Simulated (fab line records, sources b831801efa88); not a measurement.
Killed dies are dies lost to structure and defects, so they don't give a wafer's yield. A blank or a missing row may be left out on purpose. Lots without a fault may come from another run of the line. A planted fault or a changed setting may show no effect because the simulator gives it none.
fab line records | flow gf180mcu
record lots=14 wafers=42 last_day=34
route steps=602 shown V2@387 M3@414
lots that met no fault: from a run of the same line without faults
start_h: hours from the record's first day to the start of the lot's first wafer shown | wait_h: hours since the lot's step before | " the same as in the row above | L1.1+2: a row that stands for several wafers | - no value, or no start given | * or withheld: withheld | < > ~ a bound
route shown NAME@n: a module of which the file shows steps, and the number in the route of the first | usual: mean/standard deviation of fault-free wafers | same: alike in all rows | chamber/n: place in a boat | sites: the reading at each site | _std_site: their standard deviation | _edge_site: outer sites' mean less inner sites' | radius_mm: how far each site lies from the wafer's centre | mask NAME#n: copy n | behind: the tool/chamber that last shaped the wafer | hold: why the lot was held/for how many hours/how that ended | device: the transistor (n, p or np) that didn't switch | end of line: the same wafers' tests at the end of the route | a step without rows: its recipe alone | killed: dies lost to structure and defects at the first sort, not the wafer's yield | map: a wafer's dies, x killed, . not, _ none there
set.NAME: the setting as run; set.NAME@STEP: as run at that earlier step | model.NAME: the simulator's own value behind a step, which no gauge read
steps of the route over a sample of lots; a table a step, a row a wafer
services: from which hour (start_h, from the record's first day; less than 0 if before it) a tool's chamber was out of use, for how many hours, and why
## steps
# step GF_V2_BOW_MEAS_05
# recipe mode=bow
# usual V2_BOW=100/8.7
# columns lot.wafer tool chamber start_h wait_h V2_BOW[um]
L125.1 film_metro-03 - 468.85 0.1 109
L125.2 " - " " 115
L125.4 " - " " 109
L126.2 film_metro-03 - 476.12 0.2 103
L126.5 " - " " 99
L126.6 " - " " 102
L127.1 film_metro-01 - 485.76 0.1 104
L127.4 " - " " 101
L127.6 " - " " 100
L129.1 film_metro-02 - 502.06 0.1 96
L129.3 " - " " 108
L129.4 " - " " 101
L130.1 film_metro-02 - 511.96 0.2 94
L130.3 " - " " 102
L130.4 " - " " 95
L131.4 film_metro-01 - 525.64 0.3 102
L131.5 " - " " 105
L131.6 " - " " 88
L132.1 film_metro-02 - 529.74 0.1 94
L132.4 " - " " 98
L132.5 " - " " 111
L135.1 film_metro-01 - 554.27 0.2 89
L135.3 " - " " 99
L135.4 " - " " 94
L137.1 film_metro-01 - 567.02 0.1 95
L137.3 " - " " 98
L137.4 " - " " 110
L140.2 film_metro-02 - 591.06 0.2 90
L140.3 " - " " 99
L140.5 " - " " 103
L141.1 film_metro-02 - 601.53 0.1 93
L141.2 " - " " 93
L141.6 " - " " 95
L142.1 film_metro-02 - 607.46 0.2 120
L142.2 " - " " 123
L142.4 " - " " 109
L143.1 film_metro-03 - 614.08 0.1 120
L143.2 " - " " 118
L143.3 " - " " 117
L144.2 film_metro-01 - 616.55 0.2 105
L144.3 " - " " 98
L144.6 " - " " 97
# step GF_V2_SPUTTER_22
# recipe material=TiN target_thk_nm=10 chamber_pressure_pa=5 power_w=4000 time_s=40
# usual throttle_valve_pct=29.8/1
# columns lot.wafer tool chamber start_h wait_h throttle_valve_pct
L125.1 pvd_sputter-03 - 493.80 0.0 31.4
L125.2 " - " " 30.1
L125.4 " - " " 28.2
L126.2 pvd_sputter-03 - 500.83 0.0 29.9
L126.5 " - " " 31.3
L126.6 " - " " 28.1
L127.1 pvd_sputter-02 - 510.38 0.0 30.3
L127.4 " - " " 30.9
L127.6 " - " " 31.2
L129.1 pvd_sputter-01 - 526.55 0.0 30.7
L129.3 " - " " 27.7
L129.4 " - " " 29.1
L130.1 pvd_sputter-03 - 535.63 0.0 31.6
L130.3 " - " " 30.2
L130.4 " - " " 28.0
L131.4 pvd_sputter-01 - 549.20 0.0 30.5
L131.5 " - " " 29.6
L131.6 " - " " 30.6
L132.1 pvd_sputter-02 - 553.21 0.0 29.5
L132.4 " - " " 30.8
L132.5 " - " " 30.5
L135.1 pvd_sputter-02 - 576.71 0.0 30.3
L135.3 " - " " 29.6
L135.4 " - " " 31.0
L137.1 pvd_sputter-01 - 589.61 0.0 29.7
L137.3 " - " " 29.1
L137.4 " - " " 29.9
L140.2 pvd_sputter-03 - 613.23 0.0 31.6
L140.3 " - " " 30.3
L140.5 " - " " 30.3
L141.1 pvd_sputter-02 - 623.14 0.0 31.0
L141.2 " - " " 29.5
L141.6 " - " " 30.5
L142.1 pvd_sputter-01 - 628.97 0.0 27.7
L142.2 " - " " 30.1
L142.4 " - " " 28.9
L143.1 pvd_sputter-03 - 635.19 0.0 27.8
L143.2 " - " " 30.1
L143.3 " - " " 30.3
L144.2 pvd_sputter-01 - 638.07 0.0 30.7
L144.3 " - " " 29.1
L144.6 " - " " 28.8
# step GF_M3_RS_MEAS_05
# recipe thk_meas_gauge=four-point-probe reads=TiN_of_M3_SPUTTER_04+Ti_of_M3_SPUTTER_03+AlCu_of_M3_SPUTTER_02+TiN_of_M3_SPUTTER_01+Ti_of_M3_SPUTTER_00
# usual M3_ALCU_RS=0.0697/0.0006
# columns lot.wafer tool chamber start_h wait_h M3_ALCU_RS[ohm/sq]
L125.1 film_metro-02 - 494.65 0.0 0.0699
L125.2 " - " " 0.0698
L125.4 " - " " 0.0703
L126.2 film_metro-04 - 501.71 0.0 0.0698
L126.5 " - " " 0.0700
L126.6 " - " " 0.0702
L127.1 film_metro-02 - 511.23 0.0 0.0700
L127.4 " - " " 0.0695
L127.6 " - " " 0.0692
L129.1 film_metro-04 - 527.40 0.0 0.0696
L129.3 " - " " 0.0697
L129.4 " - " " 0.0698
L130.1 film_metro-04 - 536.48 0.0 0.0696
L130.3 " - " " 0.0698
L130.4 " - " " 0.0698
L131.4 film_metro-02 - 550.12 0.1 0.0699
L131.5 " - " " 0.0692
L131.6 " - " " 0.0695
L132.1 film_metro-03 - 554.07 0.0 0.0693
L132.4 " - " " 0.0697
L132.5 " - " " 0.0696
L135.1 film_metro-04 - 577.79 0.0 0.0707
L135.3 " - " " 0.0711
L135.4 " - " " 0.0700
L137.1 film_metro-03 - 590.47 0.0 0.0689
L137.3 " - " " 0.0692
L137.4 " - " " 0.0687
L140.2 film_metro-04 - 614.11 0.0 0.0700
L140.3 " - " " 0.0697
L140.5 " - " " 0.0702
L141.1 film_metro-03 - 623.99 0.0 0.0689
L141.2 " - " " 0.0694
L141.6 " - " " 0.0702
L142.1 film_metro-02 - 629.83 0.0 0.0701
L142.2 " - " " 0.0696
L142.4 " - " " 0.0697
L143.1 film_metro-04 - 636.04 0.0 0.0697
L143.2 " - " " 0.0694
L143.3 " - " " 0.0701
L144.2 film_metro-04 - 638.94 0.0 0.0700
L144.3 " - " " 0.0704
L144.6 " - " " 0.0701
# step GF_M3_PEB_12
# recipe peb_temp_c=135 peb_time_s=90 resist=KrF
# usual chill_plate_temp_C=23.00/0.11 exhaust_pa=45.0/0.95
# columns lot.wafer tool chamber start_h wait_h chill_plate_temp_C exhaust_pa
L125.1 litho_track-04 0 517.75 - 23.00 46.0
L125.2 " 0 " " 23.11 46.2
L125.4 " 0 " " 23.03 46.4
L126.2 litho_track-03 0 524.88 - 22.99 45.1
L126.5 " 0 " " 23.18 45.3
L126.6 " 0 " " 23.04 44.6
L127.1 litho_track-03 0 533.80 - 22.87 44.9
L127.4 " 0 " " 22.95 44.2
L127.6 " 0 " " 22.77 44.2
L129.1 litho_track-04 0 549.90 - 22.90 43.2
L129.3 " 0 " " 23.07 45.1
L129.4 " 0 " " 23.03 42.6
L130.1 litho_track-04 0 558.65 - 23.16 44.9
L130.3 " 0 " " 23.08 44.4
L130.4 " 0 " " 22.94 45.1
L131.4 litho_track-03 - 572.15 - - -
L131.5 " - " " - -
L131.6 " - " " - -
L132.1 litho_track-02 - 575.27 - - -
L132.4 " - " " - -
L132.5 " - " " - -
L135.1 litho_track-03 0 598.85 - 23.16 44.2
L135.3 " 0 " " 23.00 45.1
L135.4 " 0 " " 23.01 44.1
L137.1 litho_track-03 0 610.90 - 22.99 44.4
L137.3 " 0 " " 23.17 45.3
L137.4 " 0 " " 22.84 45.7
L140.2 litho_track-03 0 634.28 - 22.97 43.5
L140.3 " 0 " " 22.87 44.5
L140.5 " 0 " " 22.86 42.9
L141.1 litho_track-02 0 644.07 - 22.96 45.3
L141.2 " 0 " " 23.02 45.2
L141.6 " 0 " " 23.00 45.2
L142.1 litho_track-04 0 649.50 - 22.97 45.0
L142.2 " 0 " " 23.11 44.2
L142.4 " 0 " " 23.10 44.6
L143.1 litho_track-02 0 655.37 - 23.06 46.9
L143.2 " 0 " " 22.78 46.2
L143.3 " 0 " " 23.00 44.0
L144.2 litho_track-03 0 657.93 - 22.99 44.7
L144.3 " 0 " " 22.95 44.4
L144.6 " 0 " " 22.91 43.7
## services
# columns tool chamber start_h hours kind
pvd_sputter-02 - 508.25 0.9 repair
pvd_sputter-01 - 562.10 11.0 repair
pvd_sputter-02 - 574.70 1.9 repair
pvd_sputter-01 - 600.53 6.9 repair
## key
first_sign step=GF_M3_PEB_12 reading=tool_record direction=missing
effect none on later readings
met_at GF_M3_PEB_12
struck_lots L131,L132
later_rows_left_out L131.4,L131.5,L131.6,L132.1,L132.4,L132.5
sort_left_out L131.4,L131.5,L131.6,L132.1,L132.4,L132.5
not_acting_at GF_V2_BOW_MEAS_05,GF_V2_SPUTTER_22,GF_M3_RS_MEAS_05
onset_between 533.80 572.15
earlier_fault kind=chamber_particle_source tool=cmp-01 chamber=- onset_h=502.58 steps=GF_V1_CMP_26 rate_per_visit_cm2=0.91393
fault kind=skipped_step_whole tool=litho_track-02,litho_track-03 chamber=- onset_h=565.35 steps=GF_M3_PEB_12 scope=struck_lots_only
# sort_left_out: the simulated sort isn't trusted on such a fault, so these wafers' sort isn't shown, and their yield isn't known
# later_rows_left_out: the simulator's readings of these wafers behind a module that went badly wrong aren't trusted and aren't shown, but for the sort
